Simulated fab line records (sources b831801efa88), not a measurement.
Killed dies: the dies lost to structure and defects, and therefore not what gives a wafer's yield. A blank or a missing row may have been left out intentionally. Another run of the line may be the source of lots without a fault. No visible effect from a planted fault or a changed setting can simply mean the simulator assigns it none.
The tool behind it: which one?    flow sky130    at 1 step of a route of 708, 10 lots with 30 wafers sampled

## WHAT THE GAUGES SHOWED, per wafer
SKY_VIA2_THK_MEAS_23: measures by xrf.
lot   measured      on             VIA2_W_THK (nm)
L538  day 37 06:28  film_metro-04  432 436 444
L540  day 37 14:17  film_metro-04  441 439 442
L543  day 39 05:21  film_metro-03  425 420 419
L546  day 40 11:21  film_metro-04  436 443 429
L544  day 40 15:05  film_metro-03  428 426 421
L547  day 41 09:35  film_metro-03  421 434 425
L549  day 41 14:00  film_metro-01  416 420 427
L550  day 41 16:47  film_metro-04  440 437 436
L553  day 42 09:07  film_metro-03  423 420 426
L559  day 43 06:57  film_metro-03  428 430 432

## WHICH TOOL RAN EACH LOT (tool, then ch and the chambers of the sampled wafers, then the start)
The record holds no process step before these readings.

## THE ANSWER, worked out from the rows above alone
Rule: the lots themselves supply what counts as usual. The widest of any qualifying gaps counts: lots, ordered by their means at a reading, are off when they make up no more than a third of the lots, leave a main group of 4 or more, and stand apart from it by 3 or more times the standard deviation of that group's means. A main group is skipped when, at the precision printed for the reading in the tables above, its means are all equal. Also off: a lot with no number at a reading for which 4 or more lots have one. All remaining lots with rows at the step are treated as sound.
None of the lots is off at any reading shown; this tells nothing.

## WHAT THE SIMULATOR HAD INSERTED
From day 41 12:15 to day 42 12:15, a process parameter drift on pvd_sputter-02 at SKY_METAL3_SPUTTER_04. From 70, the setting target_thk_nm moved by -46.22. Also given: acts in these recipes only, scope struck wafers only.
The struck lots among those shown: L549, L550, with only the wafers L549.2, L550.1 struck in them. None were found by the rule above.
